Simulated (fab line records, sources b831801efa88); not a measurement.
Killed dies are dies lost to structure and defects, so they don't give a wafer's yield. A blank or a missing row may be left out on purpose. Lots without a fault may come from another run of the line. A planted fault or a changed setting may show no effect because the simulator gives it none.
Problem report in the 8D (eight disciplines) form, filled by code | flow sky130 | the parts of the form that need people (team, actions taken, sign-off) are left out

1. THE PROBLEM
strip_time_to_endpoint_s at SKY_POLY_GATE_STRIP_18 reads a mean of 3.45 s on 2 wafers of 1 lot; wafers without a fault read 3.16 s with a standard deviation of 0.049. That is +5.9 standard deviations from the usual mean.
The step: strips in O2/N2.
First seen on wafer L523.2, day 23 11:23, on plasma_asher-01. The record holds 39 wafers of 13 lots with a number at this step. Rule for "out", or "out of limits": more than 4 standard deviations from the usual mean. The other wafers with a number count as sound.

2. WHAT IT IS AND WHAT IT IS NOT
question                    | is                       | is not
which readings at this step | strip_time_to_endpoint_s | drypump_motor_current_A
which lots                  | L523                     | L504, L506, L507, L508, L509, L510, L512, L513, L514, L515, L516, L517
which wafers of those lots  | L523.2, L523.6           | L523.3
read on which tools         | plasma_asher-01          | plasma_asher-02, plasma_asher-03
when                        | from day 23 11:23        | up to then (37 sound wafers)

3. SUSPECTS, AND WHAT RULES EACH OUT
Counting: a tool at a process step up to the reading stays a suspect if it ran every lot that is out. Sound lots after the first of them don't rule it out here, since some wafers of a struck lot are sound.
- plasma_asher-04 at SKY_VT_ADJUST_LVTN_STRIP_20 (strips in O2/N2): kept. It ran the lot that is out, L523 (day 13 03:46); its last sound lot up to then is L517 (day 11 08:18).
- rie_si-01 at SKY_POLY_GATE_ETCH_17 (etches poly-Si in HBr/Cl2, stops on SiO2, target depth 180 nm, time 70.5 s): kept. It ran the lot that is out, L523 (day 23 11:19); its last sound lot up to then is L517 (day 21 07:36).
- plasma_asher-01 at SKY_POLY_GATE_STRIP_18 (strips in O2/N2): kept. It ran the lot that is out, L523 (day 23 11:23); its last sound lot up to then is L516 (day 20 20:04). Its own readings are out on those wafers: strip_time_to_endpoint_s.
- Within rie_si-01 at SKY_POLY_GATE_ETCH_17: the wafers that are out ran in chamber 0; their sound lot-mates ran in chamber 3.
Left after counting: plasma_asher-04 at SKY_VT_ADJUST_LVTN_STRIP_20, rie_si-01 at SKY_POLY_GATE_ETCH_17, plasma_asher-01 at SKY_POLY_GATE_STRIP_18.

4. THE CAUSE (what the simulator had put in)
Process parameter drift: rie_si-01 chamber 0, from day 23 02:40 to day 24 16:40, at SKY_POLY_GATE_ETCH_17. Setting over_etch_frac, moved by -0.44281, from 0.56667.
Counting left 3 suspects, and this tool is among them.

5. THE CHAIN OF EFFECTS, in route order
Each row: a reading whose mean over the struck wafers that have a number lies more than 3 standard deviations from the usual. Only readings for which the record gives a usual standard deviation are gone through. hours: the time from each lot's start at the first step in this table that gives one to its start at this step, as a median over the lots. sigmas: the change in usual standard deviations.
hours | step                   | reading                  | usual  | on struck wafers | change | sigmas
0     | SKY_POLY_GATE_STRIP_18 | strip_time_to_endpoint_s | 3.16 s | 3.45             | +0.29  | +5.9
The process steps in it:
- SKY_POLY_GATE_STRIP_18: strips in O2/N2.
Later measuring or inspecting steps at which every struck wafer that the step has a row for has a number for every such reading, and none has moved that far: SKY_LDD_LDN_TW_MEAS_13.

6. WHAT WOULD HAVE CAUGHT IT SOONER
In this record the first reading out of limits was taken at day 23 11:23, 9 hours after the fault began at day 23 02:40.
Of the tool readings at SKY_POLY_GATE_ETCH_17 for which the record gives a usual standard deviation, none was out on any struck wafer, so an alarm limit of 4 standard deviations on them would not have fired.
All the lots that are out (1) had begun SKY_POLY_GATE_ETCH_17 on rie_si-01 by day 23 11:23. A hold on the tool at that time would have spared none of them.
